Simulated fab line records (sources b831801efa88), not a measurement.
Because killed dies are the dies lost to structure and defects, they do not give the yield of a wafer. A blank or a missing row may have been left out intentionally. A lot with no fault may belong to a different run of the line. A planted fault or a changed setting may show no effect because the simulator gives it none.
Matching of chambers -- flow sky130 -- 4 sister chambers for SKY_VIA4_CMP_21 on cmp-01
The step polishes, stops on SiO2, t overpolish 25 s, target thk 0 nm. 14 wafers are shown with their chamber, then 7 later ones without.

== WAFERS PAIRED WITH THEIR CHAMBERS ==
wafer,chamber,motor-current-A (A),time-to-endpoint-s (s),platen-rpm (rpm)
L216.2,1,11.6,122,59.92
L216.4,3,11.4,121,60.04
L216.6,0,13.2,115,60.06
L218.1,1,11.4,124,60.02
L218.2,3,11.2,121,60.05
L218.6,1,11.7,125,59.98
L219.1,2,10.6,129,59.96
L219.3,1,11.8,129,59.97
L219.6,3,10.5,127,60.04
L220.1,3,11.1,122,60.00
L220.3,0,13.1,120,59.99
L220.4,1,11.8,124,59.95
L221.3,0,12.8,117,60.08
L222.1,0,12.5,118,60.05

SIGNATURES (averages over the wafers above)
reading,chamber 0,chamber 1,chamber 2,chamber 3,scatter within a chamber
motor-current-A,12.900,11.660,10.600,11.050,0.294
time-to-endpoint-s,117.50,124.80,129.00,122.75,2.54
platen-rpm,60.0450,59.9680,59.9600,60.0325,0.0338
Rule: distance of a wafer from a chamber = root of the sum over the readings of ((wafer's reading minus chamber's mean) / reading's scatter) squared. The wafer belongs to the nearest chamber; if the next one is less than 2 further off, it can't be placed. The scatter: take each reading less its chamber's mean, square it, sum over the shown wafers, divide by the number of wafers less the number of chambers, and take the root.

== WAFERS MISSING THEIR CHAMBER ==
wafer,motor-current-A (A),time-to-endpoint-s (s),platen-rpm (rpm)
L222.2,10.7,124,60.01
L237.1,13.0,122,60.06
L237.5,11.3,128,59.99
L237.6,10.6,129,60.01
L236.1,13.3,121,59.96
L236.2,11.9,127,60.02
L236.5,11.9,130,59.98

== CHAMBER TAKEN BY EACH ==
wafer,from the rows above,in truth
L222.2,can't be placed: 3 or 2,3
L237.1,0,0
L237.5,can't be placed: 1 or 3 or 2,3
L237.6,can't be placed: 2 or 3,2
L236.1,0,0
L236.2,can't be placed: 1 or 3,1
L236.5,1,1
Correct placement for 3 of the 7. These rows do not allow placing 4 (true chamber among the candidates in 4). Number placed wrongly: 0.
